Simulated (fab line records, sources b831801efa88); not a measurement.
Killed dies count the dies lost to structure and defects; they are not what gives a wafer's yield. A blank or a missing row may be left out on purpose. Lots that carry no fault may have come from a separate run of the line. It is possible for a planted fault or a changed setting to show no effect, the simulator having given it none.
Comparing a struck lot with a sound one ; flow sky130 ; 15 steps out of a route of 708
Sound: these wafers, L622.2, L622.3, L622.6. Struck: wafers L634.2, L634.4, L634.6. At the end, the cause is stated.
Per side, at each step with rows, come the tool, then ch with its chambers, and then its first start. Under that, the readings that differ: sound wafers ; struck wafers ; difference of the means ; sigmas: that difference in standard deviations of wafers without a fault.
alike: a reading whose means differ by less than 2 such deviations, as well as words and numbers matching on both sides. not compared: withheld readings; readings where some wafer has no value; bounds like >300 that might hide an equal value; numbers whose values overlap and for which the record gives no deviation.
The two part at a step that has a row with sigmas, a row that says differs or no value, or rows on one side only. Numbers that have no deviation but don't overlap get no sigmas and don't part them. Lack of a reading on every wafer of one side parts them only where that side has two or more wafers.

first, 3 steps without rows for these wafers: SKY_VIA2_STRIP_17 (strips in post etch residue remover, time 1200 s); SKY_VIA2_CLEAN_18 (cleans in IPA, time 180 s); SKY_VIA2_CLEAN_19 (cleans in O3/DIW).
SKY_VIA2_SPUTTER_20: material TiN, target thk 20 nm, time 80 s.
  sound: pvd-sputter-02 at day 37 00:51; struck: pvd-sputter-02 at day 40 10:39
  alike: cathode-dc-power-W, chamber-pressure-pa, throttle-valve-pct
SKY_VIA2_CVD_21: deposits W, target thk 420 nm, time 126.4 s.
  sound on cvd-w-02 ch 1, day 37 00:55; struck on cvd-w-02 ch 0, day 40 10:43
  alike: heater-power-w
SKY_VIA2_RS_MEAS_22: measurement is done with a four-point probe.
  sound: film-metro-01 at day 37 01:04; struck: film-metro-02 at day 40 10:52
reading;sound;struck;difference;sigmas
VIA2_W_RS (ohm/sq);0.2749 0.2781 0.2783;0.2702 0.2704 0.2661;-0.0082;-3
SKY_VIA2_THK_MEAS_23: measures by xrf.
  sound: film-metro-01 at day 37 01:10; struck: film-metro-02 at day 40 10:58
  alike: VIA2_W_THK
SKY_VIA2_CMP_24: polishes, stops on SiO2, t overpolish 20 s, target thk 0 nm.
  sound on cmp-01 ch 0,1,3, day 37 01:16; struck on cmp-02 ch 0,1, day 40 11:08
reading;sound;struck;difference;sigmas
time-to-endpoint-s (s);103 94 94;113 111 110;+14;+3
  alike: head-pressure-psi, motor-current-A, overpolish-run-s, slurry-flow-ml-min
then, 1 step without rows for these wafers: SKY_METAL3_SPUTTER_00 (material Ti, target thk 15 nm, time 10 s).
SKY_METAL3_SPUTTER_01: material TiN, target thk 20 nm, time 16.7 s.
  sound: pvd-sputter-03 at day 37 01:32; struck: pvd-sputter-02 at day 40 11:24
  alike: cathode-dc-power-W, chamber-pressure-pa, throttle-valve-pct
then, 2 steps without rows for these wafers: SKY_METAL3_SPUTTER_02 (material AlCu, target thk 735 nm, time 39.1 s); SKY_METAL3_SPUTTER_03 (material Ti, target thk 5 nm, time 3.3 s).
SKY_METAL3_SPUTTER_04: material TiN, target thk 70 nm, time 58.3 s.
  sound: pvd-sputter-03 at day 37 01:37; struck: pvd-sputter-02 at day 40 11:29
reading;sound;struck;difference;sigmas
cathode-dc-power-W (W);6501.0 6499.3 6499.2;6674.5 6672.4 6672.7;+173.4;+99 or more
model.TiN_of_METAL3_SPUTTER_04.thk-nm (nm);69.96 69.65 69.8;72.8 71.6 72.61;+2.5;
  alike: chamber-pressure-pa, throttle-valve-pct
SKY_CAPM_CVD_00: deposits SiO2, target thk 15.5 nm.
  sound on pecvd-04 ch 1,2, day 37 01:40; struck on pecvd-04 ch 0,2, day 40 11:32
  alike: heater-power-w
-- the record jumps here: 9 days lie between the struck wafers' starts before and after (it left off in module CAPM and takes up again in module PAD_OPEN, whose first step shown is number 708 of the route) --
SKY_PAD_OPEN_PROBE_99:
  sound: prober-02 at day 46 10:38; struck: prober-02 at day 49 03:47
  alike: defect-limited-yield, killed_at_M0_to_M3, killed_at_M4_up, killed-at-contacts, killed-at-front-end, killed-dies, killed-on-rim, killed-open, killed-short, sort_bin_3_pad_short, sort_bin_5_function, sort_bin_6_memory, sort-n-pass, sort-yield-pct

== WHERE THEY PART ==
Earliest at SKY_VIA2_RS_MEAS_22; latest, in this record, at SKY_METAL3_SPUTTER_04. Later steps at which nothing parts them and some readings are alike: SKY_CAPM_CVD_00, SKY_PAD_OPEN_PROBE_99.

WHY: whatever the simulator had introduced
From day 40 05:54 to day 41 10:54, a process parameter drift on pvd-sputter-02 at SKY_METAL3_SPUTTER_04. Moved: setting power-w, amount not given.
